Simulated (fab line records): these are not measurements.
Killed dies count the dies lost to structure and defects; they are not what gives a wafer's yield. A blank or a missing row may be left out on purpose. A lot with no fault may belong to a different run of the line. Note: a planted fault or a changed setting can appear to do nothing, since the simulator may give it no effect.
A struck lot beside a sound one :: flow sky130 :: 43 out of 708 route steps
Sound: wafers L969.1, L969.4, L969.6. Struck: wafers L976.3, L976.6. (L976.4 of the same lot was not struck and is left out.) The cause comes at the end.
Per side, at each step with rows, come the tool, then ch with its chambers, and then its first start. Under that, the readings that differ: sound wafers :: struck wafers :: difference of the means :: sigmas: that difference in standard deviations of wafers without a fault.
alike: same words and numbers on both sides, and readings whose means sit less than 2 such deviations apart. not compared: any withheld reading, any reading some wafer has no value for, any bound like >300 that may hide the same value, and any number with overlapping values for which the record gives no deviation.
A row with sigmas, a row that says differs or no value, or rows on one side alone: a step with any of these is where the two part. Non-overlapping numbers with no deviation appear without sigmas and do not part them. Lack of a reading on every wafer of one side parts them only where that side has two or more wafers.

first, 1 step without rows for these wafers: SKY_VIA4_DEVELOP_10 (develop time 60 s).
SKY_VIA4_OVL_MEAS_11:
  struck on overlay-01, day 45 20:30; sound on overlay-01, day 44 03:35
  alike: VIA4_OVL
SKY_VIA4_ETCH_12: etches SiO2 in C4F8/O2/Ar, stops on TiN, target depth 580 nm.
  sound on rie_diel-02 ch 1,2, day 44 03:37; struck on rie_diel-02 ch 1,3, day 45 20:31
  alike: oes_product_au
SKY_VIA4_STRIP_13: strips in O2/N2.
  sound on plasma_asher-04 ch 0,1, day 44 03:42; struck on plasma_asher-01 ch 0,1, day 45 20:38
reading: drypump_motor_current_A (A)
sound: 4.9 5.4 5.5
struck: 5.9 6.1
difference: +0.7
sigmas: +2
  alike: o2_flow_sccm, oes_product_au, strip_time_to_endpoint_s
  not compared: rf_hours_counter_h
then, 5 steps without rows for these wafers: SKY_VIA4_STRIP_14 (strips in post etch residue remover, time 1200 s); SKY_VIA4_CLEAN_15 (cleans in IPA, time 180 s); SKY_VIA4_CLEAN_16 (cleans in O3/DIW); SKY_VIA4_SPUTTER_17 (material TiN, target thk 20 nm, time 80 s); SKY_VIA4_CVD_18 (deposits W, target thk 505 nm, time 152.14 s).
SKY_VIA4_RS_MEAS_19: a four-point-probe measurement.
  struck on film_metro-02, day 45 21:27; sound on film_metro-02, day 44 04:30
  alike: VIA4_W_RS
SKY_VIA4_THK_MEAS_20: measures by xrf.
  struck on film_metro-02, day 45 21:33; sound on film_metro-02, day 44 04:37
  alike: VIA4_W_THK
SKY_VIA4_CMP_21: polishes, stops on SiO2, t overpolish 25 s, target thk 0 nm.
  sound on cmp-02 ch 0,1, day 44 04:41; struck on cmp-02 ch 1,2, day 45 21:38
  alike: motor_current_A, overpolish_run_s, retaining_ring_pressure_frac, time_to_endpoint_s
SKY_METAL5_SPUTTER_00: material Ti, target thk 15 nm, time 10 s.
  struck on pvd_sputter-02, day 45 21:53; sound on pvd_sputter-04, day 44 04:59
  alike: throttle_valve_pct
then, 1 step without rows for these wafers: SKY_METAL5_SPUTTER_01 (material TiN, target thk 20 nm, time 16.7 s).
SKY_METAL5_SPUTTER_02: material AlCu, target thk 1150 nm, time 61.2 s.
  struck on pvd_sputter-02, day 45 21:56; sound on pvd_sputter-04, day 44 05:02
  alike: throttle_valve_pct
then, 2 steps without rows for these wafers: SKY_METAL5_SPUTTER_03 (material Ti, target thk 5 nm, time 3.3 s); SKY_METAL5_SPUTTER_04 (material TiN, target thk 70 nm, time 58.3 s).
SKY_METAL5_RS_MEAS_05: a four-point-probe measurement.
  struck on film_metro-02, day 45 22:05; sound on film_metro-04, day 44 05:10
  alike: METAL5_ALCU_RS
SKY_METAL5_THK_MEAS_06: measures by xrf.
  struck on film_metro-02, day 45 22:11; sound on film_metro-04, day 44 05:17
  alike: METAL5_ALCU_THK
then, 14 steps without rows for these wafers: SKY_METAL5_DEHYDRATE_07 (time 60 s); SKY_METAL5_HMDS_08 (prime time 60 s); SKY_METAL5_COAT_09 (resist thk 1800 nm); SKY_METAL5_SOFTBAKE_10 (time 60 s); SKY_METAL5_EXPOSE_11 (exposes mask MM5, target cd 1600 nm); SKY_METAL5_PEB_12; SKY_METAL5_DEVELOP_13 (develop time 60 s); SKY_METAL5_DESCUM_14 (chemistry O2, time 11 s); SKY_METAL5_METAL_ETCH_15 (etches the open film in Cl2/BCl3, stops on SiO2, target depth 1260 nm, time 252 s); SKY_METAL5_STRIP_16 (strips in O2/N2); SKY_METAL5_STRIP_17 (strips in post etch residue remover, time 1200 s); SKY_METAL5_CLEAN_18 (cleans in IPA, time 180 s); SKY_METAL5_CLEAN_19 (cleans in O3/DIW); SKY_PASSIVATION_CVD_00 (deposits SiO2, target thk 90 nm).
SKY_PASSIVATION_THK_MEAS_01:
  struck on film_metro-04, day 46 19:29; sound on film_metro-04, day 45 04:01
  alike: PASSIVATION_CVD_00_THK
SKY_PASSIVATION_CVD_02: deposits Si3N4, target thk 540 nm.
  sound on pecvd-03 ch 0,1, day 45 04:05; struck on pecvd-03 ch 1,2, day 46 19:31
  alike: heater_power_w
SKY_PASSIVATION_THK_MEAS_03:
  struck on film_metro-04, day 46 19:46; sound on film_metro-04, day 45 04:19
  alike: PASSIVATION_CVD_02_THK
then, 6 steps without rows for these wafers: SKY_PASSIVATION_DEHYDRATE_04 (time 60 s); SKY_PASSIVATION_HMDS_05 (prime time 60 s); SKY_PASSIVATION_COAT_06 (resist thk 3000 nm); SKY_PASSIVATION_SOFTBAKE_07; SKY_PASSIVATION_EXPOSE_08 (exposes mask NSM, target cd 3000 nm); SKY_PASSIVATION_PEB_09.
SKY_PAD_OPEN_PROBE_99:
  struck on prober-01, day 48 12:35; sound on prober-02, day 47 00:35
reading: defect_limited_yield (%)
sound: 84.3 78.3 82.7
struck: 74.2 73.8
difference: -7.8
sigmas: -4

reading: killed_at_M4_up
sound: 1 4 3
struck: 70 64
difference: +64
sigmas: +38

reading: killed_dies
sound: 77 107 85
struck: 127 129
difference: +38
sigmas: +4

reading: killed_short
sound: 35 56 43
struck: 28 27
difference: -17
sigmas: -3

reading: sort_bin_3_pad_short (%)
sound: 0.8 1.6 1.0
struck: 5.7 3.0
difference: +3.2
sigmas: +8

reading: sort_bin_5_function (%)
sound: 9.6 13.6 9.6
struck: 14.4 16.1
difference: +4.3
sigmas: +3

reading: sort_n_pass
sound: 415 385 407
struck: 365 363
difference: -38
sigmas: -4

reading: sort_yield_pct (%)
sound: 84.3 78.3 82.7
struck: 74.2 73.8
difference: -7.8
sigmas: -4

reading: model.etest.tester.sort_n_pass
sound: 415 385 407
struck: 365 363
difference: -38
sigmas: 

reading: model.etest.tester.sort_yield_pct (%)
sound: 84.35 78.25 82.72
struck: 74.19 73.78
difference: -7.79
sigmas: 

reading: model.etest.tester.sort_bin_5_pct (%)
sound: 9.553 13.62 9.553
struck: 14.43 16.06
difference: +4.34
sigmas: 

reading: model.etest.tester.sort_bin_3_pct (%)
sound: 0.813 1.626 1.016
struck: 5.691 3.049
difference: +3.218
sigmas: 
  alike: killed_at_M0_to_M3, killed_at_contacts, killed_at_front_end, killed_at_other, killed_open, sort_bin_6_memory

## WHERE THEY PART
First at SKY_VIA4_STRIP_13; last, within this record, at SKY_PAD_OPEN_PROBE_99.

WHY: what had been put in by the simulator
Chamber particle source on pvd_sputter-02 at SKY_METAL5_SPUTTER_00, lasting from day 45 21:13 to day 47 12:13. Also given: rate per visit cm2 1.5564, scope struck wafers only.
